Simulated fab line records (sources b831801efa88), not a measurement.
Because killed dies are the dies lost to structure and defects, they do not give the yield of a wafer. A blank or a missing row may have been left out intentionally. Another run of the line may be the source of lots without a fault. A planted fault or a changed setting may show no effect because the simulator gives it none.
Struck lot and sound lot, side by side	flow sky130	14 steps out of a route of 708
Sound: wafers L685.2, L685.4, L685.5. Wafers L681.4, L681.5, L681.6 were the ones struck. The cause is given at the end.
For every step that has rows: the tool of each side, followed by ch and its chambers, followed by its first start. Under that, the readings that differ: sound wafers	struck wafers	difference of the means	sigmas: that difference in standard deviations of wafers without a fault.
alike: readings whose means differ by less than 2 such deviations, and words and numbers that are the same on both sides. not compared: withheld readings, readings that some wafer has no value for, bounds like >300 that may hide the same value, and numbers for which the record gives no deviation and whose values overlap.
The two part at a step that has a row with sigmas, a row that says differs or no value, or rows on one side only. Numbers that don't overlap but have no deviation are shown without sigmas and don't part them. Lack of a reading on every wafer of one side parts them only where that side has two or more wafers.

SKY_METAL4_SPUTTER_02: material AlCu, target thk 735 nm, time 39.1 s.
  struck on pvd sputter-04, day 44 02:31; sound on pvd sputter-04, day 45 10:44
  alike: throttle valve pct
SKY_METAL4_SPUTTER_03: material Ti, target thk 5 nm, time 3.3 s.
  struck on pvd sputter-04, day 44 02:33; sound on pvd sputter-04, day 45 10:47
  alike: throttle valve pct
SKY_METAL4_SPUTTER_04: material TiN, target thk 70 nm, time 58.3 s.
  struck on pvd sputter-04, day 44 02:34; sound on pvd sputter-04, day 45 10:48
  alike: throttle valve pct
SKY_CAP2M_CVD_00: deposits SiO2, target thk 15.5 nm.
  sound on pecvd-04 ch 0,1, day 45 10:51; struck on pecvd-03 ch 0,1,2, day 44 02:38
  alike: heater power w
SKY_CAP2M_THK_MEAS_01:
  struck on film metro-01, day 44 02:40; sound on film metro-01, day 45 10:53
  alike: CAP2M_CVD_00_THK
SKY_CAP2M_SPUTTER_02: material TiN, target thk 200 nm, time 166.7 s.
  struck on pvd sputter-03, day 44 02:42; sound on pvd sputter-01, day 45 10:56
  alike: throttle valve pct
SKY_CAP2M_RS_MEAS_03: measurement is done with a four-point probe.
  struck on film metro-01, day 44 02:52; sound on film metro-04, day 45 11:04
  alike: CAP2M_TIN_RS
SKY_CAP2M_THK_MEAS_04: measures by xrf.
  struck on film metro-01, day 44 02:58; sound on film metro-04, day 45 11:10
  alike: CAP2M_TIN_THK
then, 4 steps without rows for these wafers: SKY_CAP2M_DEHYDRATE_05 (time 60 s); SKY_CAP2M_HMDS_06 (prime time 60 s); SKY_CAP2M_COAT_07 (resist thk 1140 nm); SKY_CAP2M_SOFTBAKE_08 (time 60 s).
SKY_CAP2M_EXPOSE_09: exposes mask CAP2M, target cd 1000 nm.
  sound on iline stepper-02 ch 0, day 45 21:27; struck on iline stepper-02, day 44 14:22
  no value came back on the struck wafers for exposure dose mJ cm2, focus offset nm (nm), stage vel mm s (mm/s); on the sound wafers exposure dose mJ cm2 reads 158.79 158.84 159.07
  alike: mask
next, for these wafers, 1 step has no rows: SKY_CAP2M_PEB_10.

WHERE THEY PART
Only at SKY_CAP2M_EXPOSE_09, within this record.

WHY: what the simulator had put in
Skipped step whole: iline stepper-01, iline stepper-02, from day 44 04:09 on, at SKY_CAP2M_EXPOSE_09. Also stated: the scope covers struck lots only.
